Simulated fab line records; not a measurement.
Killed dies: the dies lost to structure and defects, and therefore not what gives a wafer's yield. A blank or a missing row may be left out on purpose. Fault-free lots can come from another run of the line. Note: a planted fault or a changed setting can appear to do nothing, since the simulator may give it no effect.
Comparing a struck lot with a sound one	flow sky130	18 steps out of a route of 708
Sound: the wafers L598.1, L598.3, L598.4. Struck: wafers L602.1, L602.5, L602.6. The cause is named last.
Per side, at each step with rows, come the tool, then ch with its chambers, and then its first start. Under that, the readings that differ: sound wafers	struck wafers	difference of the means	sigmas: that difference in standard deviations of wafers without a fault.
alike: readings with means less than 2 such deviations apart, plus words and numbers identical on both sides. not compared: withheld readings, readings lacking a value on some wafer, bounds such as >300 that could conceal the same value, and numbers that have no deviation in the record and whose values overlap.
The two part at a step that has a row with sigmas, a row that says differs or no value, or rows on one side only. When numbers do not overlap yet have no deviation, they are printed without sigmas and do not part them. A reading that every wafer of one side lacks parts them only if that side has two wafers or more.

first, 1 step without rows for these wafers: SKY_FIELD_ISO_DEVELOP_12 (develop time 60 s).
SKY_FIELD_ISO_CD_MEAS_13: the cd target is 150 nm.
  sound on cd_sem-01, day 2 20:44; struck on cd_sem-01, day 3 15:56
  alike: cd_nm
SKY_FIELD_ISO_ETCH_14: etches BARC in N2/H2, stops on SiO2, time 45.9 s, target depth 60 nm.
  sound on rie_diel-04 ch 0,2,3, day 2 20:51; struck on rie_diel-02 ch 0,3, day 3 16:04
reading	sound	struck	difference	sigmas
oes_product_au (a.u.)	0.849 0.845 0.847	0.858 0.851 0.863	+0.010	+2
  alike: drypump_motor_current_A, throttle_valve_pct
  not compared: rf_hours_counter_h
SKY_FIELD_ISO_ETCH_15: etches the open film in CHF3/O2, stops on Si, target depth 180 nm, time 72 s.
  sound on rie_diel-04 ch 0,2,3, day 2 20:53; struck on rie_diel-02 ch 0,3, day 3 16:06
  alike: O2_flow_sccm, drypump_motor_current_A, oes_product_au, throttle_valve_pct
  not compared: rf_hours_counter_h
SKY_FIELD_ISO_STRIP_16: strips in O2/N2.
  sound on plasma_asher-03 ch 0,1, day 2 20:57; struck on plasma_asher-02 ch 0,1, day 3 16:10
  alike: drypump_motor_current_A, oes_product_au, strip_time_to_endpoint_s
  not compared: rf_hours_counter_h
SKY_FIELD_ISO_ETCH_17: etches Si in HBr/Cl2/O2, target depth 342 nm, time 97.7 s.
  sound on rie_si-02 ch 0,1,2, day 2 21:03; struck on rie_si-02 ch 0,3, day 3 16:16
  alike: O2_flow_sccm, drypump_motor_current_A, oes_product_au, throttle_valve_pct
  not compared: rf_hours_counter_h
then, 5 steps without rows for these wafers: SKY_FIELD_ISO_WET_ETCH_18 (etches Si3N4 in H3PO4, target depth 25 nm, time 286 s); SKY_FIELD_ISO_CLEAN_19 (cleans in SC1/SC2, time 150 s); SKY_FIELD_ISO_CLEAN_20 (cleans in dHF, time 20.72 s); SKY_FIELD_ISO_WET_ETCH_21 (etches SiO2 in dHF, target depth 20 nm, time 400 s); SKY_FIELD_ISO_OXIDATION_22 (stabilise 600 s, purge 300 s, target thk 10 nm).
SKY_FIELD_ISO_THK_MEAS_23:
  sound on film_metro-01, day 2 22:34; struck on film_metro-02, day 3 17:47
  alike: FIELD_ISO_OXIDATION_01_THK
SKY_FIELD_ISO_CVD_24: deposits SiO2, target thk 595 nm, time 99.2 s.
  sound on hdpcvd-01 ch 0,1,2, day 2 22:38; struck on hdpcvd-02 ch 0,1,2, day 3 17:51
reading	sound	struck	difference	sigmas
model.SiO2_of_FIELD_ISO_CVD_24.thk_nm (nm)	596.1 599.4 597.9	845.4 833.3 838.9	+241.4	
SKY_FIELD_ISO_THK_MEAS_25:
  sound on film_metro-01, day 2 22:42; struck on film_metro-01, day 3 17:55
reading	sound	struck	difference	sigmas
FIELD_ISO_CVD_24_THK (nm)	596 600 598	845 834 839	+241	+52
then, 1 step without rows for these wafers: SKY_FIELD_ISO_ANNEAL_26 (time 1800 s).
SKY_FIELD_ISO_CMP_27: polishes, stops on Si3N4, t overpolish 16 s, target thk 457.8 nm.
  sound on cmp-01 ch 0,2,3, day 3 00:19; struck on cmp-01 ch 0,2,3, day 3 19:35
reading	sound	struck	difference	sigmas
time_to_endpoint_s (s)	114 115 119	154 152 153	+37	+9
  alike: motor_current_A, slurry_flow_ml_min
then, 2 steps without rows for these wafers: SKY_FIELD_ISO_WET_ETCH_28 (etches SiO2 in dHF, target depth 23.7 nm, time 47 s); SKY_PAD_OPEN_PROBE_99.

== WHERE THEY PART ==
Earliest at SKY_FIELD_ISO_ETCH_14; latest, in this record, at SKY_FIELD_ISO_CMP_27.

WHY: what the simulator had put in
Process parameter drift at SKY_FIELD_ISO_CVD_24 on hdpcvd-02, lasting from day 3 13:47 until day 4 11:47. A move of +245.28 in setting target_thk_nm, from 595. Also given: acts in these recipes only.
